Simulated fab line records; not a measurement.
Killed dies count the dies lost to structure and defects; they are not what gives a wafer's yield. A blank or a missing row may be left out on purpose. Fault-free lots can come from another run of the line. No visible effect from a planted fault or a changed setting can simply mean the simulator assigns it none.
A struck lot beside a sound one    flow sky130    23 out of 708 route steps
Sound: the wafers L760.3, L760.4, L760.5. Wafers struck: L754.1, L754.2, L754.4. Last of all comes the cause.
At each step with rows: each side's tool, then ch and its chambers, then its first start. Under that, the readings that differ: sound wafers    struck wafers    difference of the means    sigmas: that difference in standard deviations of wafers without a fault.
alike: a reading whose means differ by less than 2 such deviations, as well as words and numbers matching on both sides. not compared: withheld readings; readings where some wafer has no value; bounds like >300 that might hide an equal value; numbers whose values overlap and for which the record gives no deviation.
A row with sigmas, a row that says differs or no value, or rows on one side alone: a step with any of these is where the two part. When numbers do not overlap yet have no deviation, they are printed without sigmas and do not part them. A reading that every wafer of one side lacks parts them only if that side has two wafers or more.

first, 1 step without rows for these wafers: SKY_POLY_GATE_OXIDATION_20 (stabilise 600 s, purge 300 s, target thk 4 nm).
SKY_POLY_GATE_THK_MEAS_21:
  struck on film_metro-03, day 19 16:45; sound on film_metro-04, day 21 21:46
  alike: POLY_GATE_OXIDATION_THK
SKY_POLY_GATE_CD_MEAS_22:
  struck on cd_sem-01, day 19 16:49; sound on cd_sem-02, day 21 21:52
  alike: cd_nm
then, 7 steps without rows for these wafers: SKY_LDD_N_DEHYDRATE_00 (time 60 s); SKY_LDD_N_HMDS_01 (prime time 60 s); SKY_LDD_N_COAT_02 (resist thk 300 nm); SKY_LDD_N_SOFTBAKE_03 (time 60 s); SKY_LDD_N_EXPOSE_04 (exposes mask NTM, target cd 840 nm); SKY_LDD_N_PEB_05; SKY_LDD_N_DEVELOP_06 (develop time 60 s).
SKY_LDD_N_OVL_MEAS_07:
  struck on overlay-01, day 20 23:42; sound on overlay-02, day 23 04:47
  alike: LDD_N_OVL
next, for these wafers, 1 step has no rows: SKY_LDD_N_IMPLANT_08.
SKY_LDD_N_IMPLANT_09:
  sound on implanter-01 ch 0, day 23 05:00; struck on implanter-03 ch 0, day 20 23:53
reading             sound                          struck                            difference   sigmas
beam_on_s (s)       10.36 10.17 10.07              15.46 15.56 15.15                 +5.19        +25
dose_ions_cm2       7.487e+13 7.485e+13 7.494e+13  1.2997e+14 1.2992e+14 1.2999e+14  +5.5073e+13  +99 or more
faraday_current_uA  407 415 422                    473 469 484                       +61          +7
  alike: rotation_deg
then, 6 steps without rows for these wafers: SKY_LDD_N_IMPLANT_10; SKY_LDD_N_IMPLANT_11; SKY_LDD_N_IMPLANT_12; SKY_LDD_N_IMPLANT_13; SKY_LDD_N_IMPLANT_14; SKY_LDD_N_IMPLANT_15.
SKY_LDD_N_STRIP_16: strips in O2/N2.
  sound on plasma_asher-03 ch 0,1, day 23 06:02; struck on plasma_asher-03 ch 0,1, day 21 00:56
reading                       sound              struck             difference  sigmas
strip_time_to_endpoint_s (s)  4.290 4.333 4.303  4.493 4.467 4.453  +0.162      +11
  alike: drypump_motor_current_A, o2_flow_sccm, oes_product_au
  not compared: rf_hours_counter_h
SKY_LDD_N_TW_MEAS_17:
  struck on film_metro-03, day 21 01:02; sound on film_metro-03, day 23 06:07
reading   sound           struck          difference  sigmas
LDD_N_TW  2570 2560 2559  2642 2636 2639  +76         +3
then, 1 step without rows for these wafers: SKY_LDD_P_DEHYDRATE_00 (time 60 s).
-- the record jumps here: 27 days lie between the struck wafers' starts before and after (it left off in module LDD_P and takes up again in module PAD_OPEN, whose first step shown is number 708 of the route) --
SKY_PAD_OPEN_PROBE_99:
  struck on prober-01, day 47 23:17; sound on prober-01, day 49 11:51
reading                      sound              struck             difference  sigmas
model.etest.tip_n.rs_ohm_sq  441.3 437.9 437.9  396.8 395.7 392.2  -44.1       
  alike: killed_at_M0_to_M3, killed_at_M4_up, killed_at_contacts, killed_at_front_end, killed_at_other, killed_dies, killed_open, killed_short

## WHERE THEY PART
At SKY_LDD_N_IMPLANT_09 first; at SKY_LDD_N_TW_MEAS_17 last (within this record only). Later steps at which nothing parts them and some readings are alike: SKY_PAD_OPEN_PROBE_99.

WHY: what had been put in by the simulator
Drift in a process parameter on implanter-03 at SKY_LDD_N_IMPLANT_09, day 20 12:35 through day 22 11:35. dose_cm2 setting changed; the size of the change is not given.
